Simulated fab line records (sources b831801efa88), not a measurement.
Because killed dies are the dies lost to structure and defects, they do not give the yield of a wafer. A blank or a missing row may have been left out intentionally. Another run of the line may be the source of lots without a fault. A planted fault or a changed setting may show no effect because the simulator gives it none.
Which of the tools did it? ; flow gf180mcu ; Sampling: 6 lots, 18 wafers, 2 of 602 route steps

WHAT THE GAUGES SHOWED, per wafer
GF_VT_IMPLANT_OVL_MEAS_29.
lot;measured;on;VT_IMPLANT_02_OVL (nm)
L821;day 8 05:01;overlay-01;0.6 0.4 0.6
L824;day 8 21:22;overlay-02;-1.4 -0.7 1.2
L826;day 9 14:10;overlay-01;-0.5 1.7 1.2
L828;day 10 02:28;overlay-02;1.9 -1.3 -1.0
L831;day 10 22:01;overlay-01;-0.6 0.1 -1.0
L837;day 12 10:55;overlay-02;-2.5 -2.4 -2.2

TOOL THAT RAN EACH LOT (tool first, then ch and the chambers of the sampled wafers, then the start)
lot;GF_VT_IMPLANT_STRIP_09
L821;plasmaAsher-03 ch 0,1, day 6 17:41
L824;plasmaAsher-03 ch 0,1, day 7 12:54
L826;plasmaAsher-03 ch 1, day 8 04:29
L828;plasmaAsher-03 ch 0,1, day 8 15:05
L831;plasmaAsher-03 ch 0,1, day 9 09:03
L837;plasmaAsher-04 ch 0,1, day 10 21:00
- GF_VT_IMPLANT_STRIP_09: strips in O2/N2.

THE ANSWER, worked out from the rows above alone
Rule: the lots themselves supply what counts as usual. Put in order of their means at a reading, lots are off if they are a third of the lots or fewer, leave a main group of 4 or more, and stand apart from it by a gap of 3 or more times the standard deviation of the main group's means; of several such gaps the widest counts. A main group whose means are all the same, to the digits that the tables above print for the reading, isn't used. A lot without any number at a reading at which 4 lots or more have one is off too. The other lots that the step has rows for count as sound.
Off: L837, at GF_VT_IMPLANT_OVL_MEAS_29 (VT_IMPLANT_02_OVL). For the main group the mean is 0.1 nm and the standard deviation 0.5.
A tool fits if, at a process step before that reading, it ran every lot that is off, and no sound lot after the first of them. The gauges at GF_VT_IMPLANT_OVL_MEAS_29 are tried like those tools. This does not decide it: 2 tools fit, namely plasmaAsher-04 at GF_VT_IMPLANT_STRIP_09 and overlay-02 at GF_VT_IMPLANT_OVL_MEAS_29.

WHAT THE SIMULATOR HAD INSERTED
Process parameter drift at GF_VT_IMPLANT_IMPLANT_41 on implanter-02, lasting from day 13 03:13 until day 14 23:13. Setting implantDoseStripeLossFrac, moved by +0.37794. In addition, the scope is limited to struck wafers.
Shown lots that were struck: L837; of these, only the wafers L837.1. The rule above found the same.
